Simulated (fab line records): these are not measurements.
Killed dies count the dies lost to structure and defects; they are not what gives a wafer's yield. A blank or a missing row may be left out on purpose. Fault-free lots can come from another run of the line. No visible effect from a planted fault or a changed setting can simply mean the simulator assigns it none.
2 desks looking at one fault	flow sky130	numbers are kept per desk, each desk with only its own; the story behind them comes last

## METROLOGY DESK
Means of the sampled wafers that have a number, per lot and without regard to the tool the lot ran on: this is what the gauges read. A lot is out of limits, marked OUT, if its mean lies more than 4 standard deviations from the usual mean; the brackets give that distance.
Columns: A = cd_nm at SKY_POLY_GATE_CD_MEAS_22, usual 150.0 nm; B = SD_N_RS at SKY_SD_N_RS_MEAS_16, usual 68.47 ohm/sq; C = LOCAL_INTERCONNECT_TIN_RS at SKY_LOCAL_INTERCONNECT_RS_MEAS_01, usual 14.13 ohm/sq
lot	first seen here	A	B	C
L106	day 19 21:51	154.2	68.47	14.07
L110	day 20 22:34	149.4	68.50	14.05
L111	day 21 00:44	149.8	68.40	14.27
L113	day 21 11:37	148.3	68.60	14.22
L112	day 21 19:47	149.3	68.57	14.11
L115	day 22 11:29	149.5	68.38	14.12
L118	day 23 10:58	151.4	65.75 (-25) OUT	14.18
L119	day 23 13:17	145.4	65.78 (-24) OUT	14.29
L120	day 23 19:41	151.6	68.48	14.32
L122	day 24 19:07	150.3	68.29	13.96
L123	day 24 21:34	150.8	68.44	14.10
This desk's result: L118, L119 out of limits, first on L118 (SD_N_RS at SKY_SD_N_RS_MEAS_16), day 34 05:26. Within limits: L106, L110, L111, L113, L112, L115, L120, L122, L123.

## DESK OF THE TOOL OWNER: implanter-02
For each lot that ran on this tool, the mean over its sampled wafers that have a number, from the tool's own readings at SKY_SD_N_IMPLANT_09. A lot is out of limits, marked OUT, if its mean lies more than 4 standard deviations from the usual mean; the brackets give that distance.
Columns: A = beam_energy_keV at SKY_SD_N_IMPLANT_09, usual 49.999
lot	first seen here	A
L106	day 31 01:02	49.995
L110	day 32 02:43	49.989
L113	day 32 16:43	49.996
L112	day 32 20:41	49.992
L115	day 33 10:17	49.994
L118	day 34 04:46	54.119 (+99 or more) OUT
L119	day 34 06:14	54.106 (+99 or more) OUT
This desk finds L118, L119 out of limits, L118 being first, at day 34 04:46 (beam_energy_keV at SKY_SD_N_IMPLANT_09). Within limits: L106, L110, L113, L112, L115.

## BROUGHT TOGETHER
On L118, L119, at day 34 04:46, an alarm was possible from the tool owner's desk.
An alarm was possible from the metrology desk at day 34 05:26, on L118, L119.
All the named lots went through SKY_SD_N_IMPLANT_09 on implanter-02.

## WHAT HAD BEEN PUT IN BY THE SIMULATOR
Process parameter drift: implanter-02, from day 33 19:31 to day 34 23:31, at SKY_SD_N_IMPLANT_09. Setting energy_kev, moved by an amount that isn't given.
Lots struck among those shown: L118, L119.
Delay (hours) between the fault's onset and each desk's first out-of-limits reading: 9 at the tool owner's desk, 10 at the metrology desk.
